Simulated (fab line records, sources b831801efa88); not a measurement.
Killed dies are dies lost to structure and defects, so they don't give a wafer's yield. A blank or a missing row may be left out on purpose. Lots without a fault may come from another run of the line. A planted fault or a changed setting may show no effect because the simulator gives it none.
A struck lot beside a sound one | flow sfq_line | 14 steps out of a route of 325
Sound: wafers L911.1, L911.3, L911.5. Struck: wafer L914.3. (L914.1, L914.6 of the same lot were not struck and are left out.) The cause comes at the end.
At each step with rows: each side's tool, then ch and its chambers, then its first start. Under that, the readings that differ: sound wafers | struck wafers | difference of the means | sigmas: that difference in standard deviations of wafers without a fault.
alike: readings whose means differ by less than 2 such deviations, and words and numbers that are the same on both sides. not compared: withheld readings, readings that some wafer has no value for, bounds like >300 that may hide the same value, and numbers for which the record gives no deviation and whose values overlap.
The two part at a step that has a row with sigmas, a row that says differs or no value, or rows on one side only. Numbers that don't overlap but have no deviation are shown without sigmas and don't part them. A reading that every wafer of one side lacks parts them only if that side has two wafers or more.

first, 6 steps without rows for these wafers: SFQ_TRILAYER_M4_LITHO_COAT_098 (resist thk 62 nm); SFQ_TRILAYER_M4_LITHO_COAT_093 (resist thk 600 nm); SFQ_TRILAYER_M4_LITHO_SOFTBAKE_097; SFQ_TRILAYER_M4_LITHO_EXPOSE_094 (exposes mask M4, target cd 500 nm); SFQ_TRILAYER_M4_LITHO_PEB_096 (peb time 60 s); SFQ_TRILAYER_M4_LITHO_DEVELOP_095 (time 60 s).
SFQ_M4_OVL_MEAS_926:
  sound on overlay-02, day 48 01:57; struck on overlay-02, day 48 10:21
  alike: M4_OVL
SFQ_TRILAYER_M4_BARC_OPEN_METAL_ETCH_123: etches BARC in O2, target depth 125 nm, time 41.7 s.
  sound on rie_metal-03 ch 1, day 48 01:59; struck on rie_metal-04 ch 0, day 48 10:23
  alike: drypump_motor_current_A, oes_product_au
  not compared: rf_hours_counter_h
SFQ_TRILAYER_M4_ETCH_METAL_ETCH_096: etches Nb in Cl2/Ar, stops on SiO2, target depth 240 nm, time 120 s.
  sound on rie_metal-03 ch 1, day 48 02:03; struck on rie_metal-04 ch 0, day 48 10:27
  alike: drypump_motor_current_A, oes_product_au
  not compared: rf_hours_counter_h
SFQ_TRILAYER_M4_STRIP_STRIP_097: strips in O2.
  sound on rie_metal-03 ch 1, day 48 02:10; struck on rie_metal-04 ch 0, day 48 10:34
  alike: drypump_motor_current_A, oes_product_au
  not compared: rf_hours_counter_h
then, 1 step without rows for these wafers: SFQ_TRILAYER_M4_STRIP_SOLV_CLEAN_098 (cleans in NMP, time 600 s).
SFQ_TRILAYER_I4_DEP_PECVD_099: deposits SiO2 from SiH4/N2O, time 111.11 s, target thk 500 nm.
  sound on pecvd-01 ch 0,1,2, day 48 02:57; struck on pecvd-01 ch 1, day 48 11:21
  alike: heater_power_outer_w, heater_power_w, throttle_valve_pct
SFQ_TRILAYER_I4_CMP_CMP_100: polishes SiO2.
  sound on cmp-01 ch 2,3, day 48 05:38; struck on cmp-02 ch 3, day 48 13:20
  reading                | sound       | struck | difference | sigmas
  time_to_endpoint_s (s) | 222 223 238 | 114    | -114       | -14
  alike: motor_current_A, slurry_flow_ml_min
SFQ_I4_BOW_MEAS_927:
  sound on film_metro-02, day 48 08:38; struck on film_metro-03, day 48 16:20
  reading     | sound   | struck | difference | sigmas
  I4_BOW (um) | 7 31 23 | 0      | -20        | -2

WHERE THEY PART
First at SFQ_TRILAYER_I4_CMP_CMP_100; last, within this record, at SFQ_I4_BOW_MEAS_927.

WHY: what the simulator had put in
Process parameter drift: cmp-02, from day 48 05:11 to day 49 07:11, at SFQ_TRILAYER_I4_CMP_CMP_100. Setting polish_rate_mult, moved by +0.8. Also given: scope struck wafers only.
